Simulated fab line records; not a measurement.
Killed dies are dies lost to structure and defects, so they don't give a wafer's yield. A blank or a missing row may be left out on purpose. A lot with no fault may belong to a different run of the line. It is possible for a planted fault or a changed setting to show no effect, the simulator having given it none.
Check for tools in common | flow gf180mcu | Lots sampled 11, wafers sampled 33

THE REASON FOR OPENING IT
At GF_LVPWELL_TW_MEAS_11 the reading LVPWELL_TW is flagged on 2 of 11 lots. Wafers without a fault read 558, standard deviation 3.9.
Rule: a lot gets a flag if all its wafers with a number sit over 4 standard deviations from that mean, or if no wafer of it has a number. The rest of the lots are taken to be sound.

lot  | measured    | on            | LVPWELL_TW, wafer by wafer | flag
L392 | day 4 07:03 | film_metro-04 | 562 560 565                |
L395 | day 5 01:26 | film_metro-04 | 561 562 560                |
L397 | day 5 11:44 | film_metro-02 | 556 556 558                |
L398 | day 5 17:11 | film_metro-01 | 559 558 558                |
L400 | day 6 03:31 | film_metro-04 | 562 564 559                |
L401 | day 6 11:22 | film_metro-04 | 562 562 562                |
L406 | day 7 13:37 | film_metro-02 | 557 556 557                |
L407 | day 7 21:06 | film_metro-04 | 669 670 667                | FLAGGED
L411 | day 8 19:08 | film_metro-02 | 659 654 657                | FLAGGED
L412 | day 9 00:59 | film_metro-04 | 560 559 557                |
L413 | day 9 05:50 | film_metro-04 | 559 557 556                |
On average the flagged lots' numbers are 663, which is +105 against the usual, or +27 standard deviations.

EACH LOT AND THE TOOL IT RAN ON
2 process steps preceding the reading are held in the record, out of 602 steps in the route. Every cell lists first the tool, next ch and the chambers used by the sampled wafers, and last the start.
lot  | flag    | GF_LVPWELL_IMPLANT_08          | GF_LVPWELL_STRIP_10
L392 |         | implanter-04 ch 0, day 4 06:40 | plasma_asher-04 ch 0,1, day 4 06:56
L395 |         | implanter-04 ch 0, day 5 01:02 | plasma_asher-01 ch 0,1, day 5 01:20
L397 |         | implanter-04 ch 0, day 5 11:20 | plasma_asher-04 ch 0,1, day 5 11:38
L398 |         | implanter-03 ch 0, day 5 16:41 | plasma_asher-03 ch 0,1, day 5 16:59
L400 |         | implanter-04 ch 0, day 6 03:08 | plasma_asher-01 ch 0,1, day 6 03:25
L401 |         | implanter-03 ch 0, day 6 10:59 | plasma_asher-03 ch 0,1, day 6 11:16
L406 |         | implanter-02 ch 0, day 7 13:13 | plasma_asher-01 ch 0,1, day 7 13:31
L407 | FLAGGED | implanter-04 ch 0, day 7 20:43 | plasma_asher-03 ch 0,1, day 7 20:59
L411 | FLAGGED | implanter-04 ch 0, day 8 18:44 | plasma_asher-03 ch 0,1, day 8 19:02
L412 |         | implanter-03 ch 0, day 9 00:35 | plasma_asher-03 ch 1, day 9 00:53
L413 |         | implanter-03 ch 0, day 9 05:26 | plasma_asher-03 ch 0, day 9 05:44
What these steps do:
- GF_LVPWELL_IMPLANT_08
- GF_LVPWELL_STRIP_10: strips in O2/N2.
- GF_LVPWELL_TW_MEAS_11

FLAGGED OVER TOTAL, TOOL BY TOOL (the gauges that took the reading come last)
step                  | tool            | lots run | flagged | share of the flagged lots | sound lots run after its first flagged lot
GF_LVPWELL_IMPLANT_08 | implanter-02    | 1        | 0       | none                      | -
GF_LVPWELL_IMPLANT_08 | implanter-03    | 4        | 0       | none                      | -
GF_LVPWELL_IMPLANT_08 | implanter-04    | 6        | 2       | all                       | 0
GF_LVPWELL_STRIP_10   | plasma_asher-01 | 3        | 0       | none                      | -
GF_LVPWELL_STRIP_10   | plasma_asher-03 | 6        | 2       | all                       | 2 (L412,L413)
GF_LVPWELL_STRIP_10   | plasma_asher-04 | 2        | 0       | none                      | -
GF_LVPWELL_TW_MEAS_11 | film_metro-01   | 1        | 0       | none                      | -
GF_LVPWELL_TW_MEAS_11 | film_metro-02   | 3        | 1       | some                      | 0
GF_LVPWELL_TW_MEAS_11 | film_metro-04   | 7        | 1       | some                      | 2 (L412,L413)

THE TABLE: WHAT IT ALLOWS
Rows of the table that ran all the flagged lots, 2 in number: implanter-04 at GF_LVPWELL_IMPLANT_08; plasma_asher-03 at GF_LVPWELL_STRIP_10.
- implanter-04 at GF_LVPWELL_IMPLANT_08 ran 6 lots, 2 of them flagged. It ran its last sound lot, L400, at day 6 03:08 and its first flagged lot, L407, at day 7 20:43: a fault with its onset between the two fits. Its own readings lie more than 4 standard deviations out on every wafer of the flagged lots: dose_ions_cm2, faraday_current_uA.
- plasma_asher-03 at GF_LVPWELL_STRIP_10 ran 6 lots, 2 of them flagged. Sound lots ran on it after the first flagged one (L412, L413), which a lasting fault on the whole tool wouldn't allow.
What remains is a single tool, implanter-04 at GF_LVPWELL_IMPLANT_08.

WHAT THE SIMULATOR HAD INSERTED
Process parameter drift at GF_LVPWELL_IMPLANT_08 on implanter-04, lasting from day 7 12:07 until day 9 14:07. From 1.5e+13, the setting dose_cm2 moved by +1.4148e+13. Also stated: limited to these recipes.
Struck lots among those shown: L407, L411. The rule given above showed the same thing.
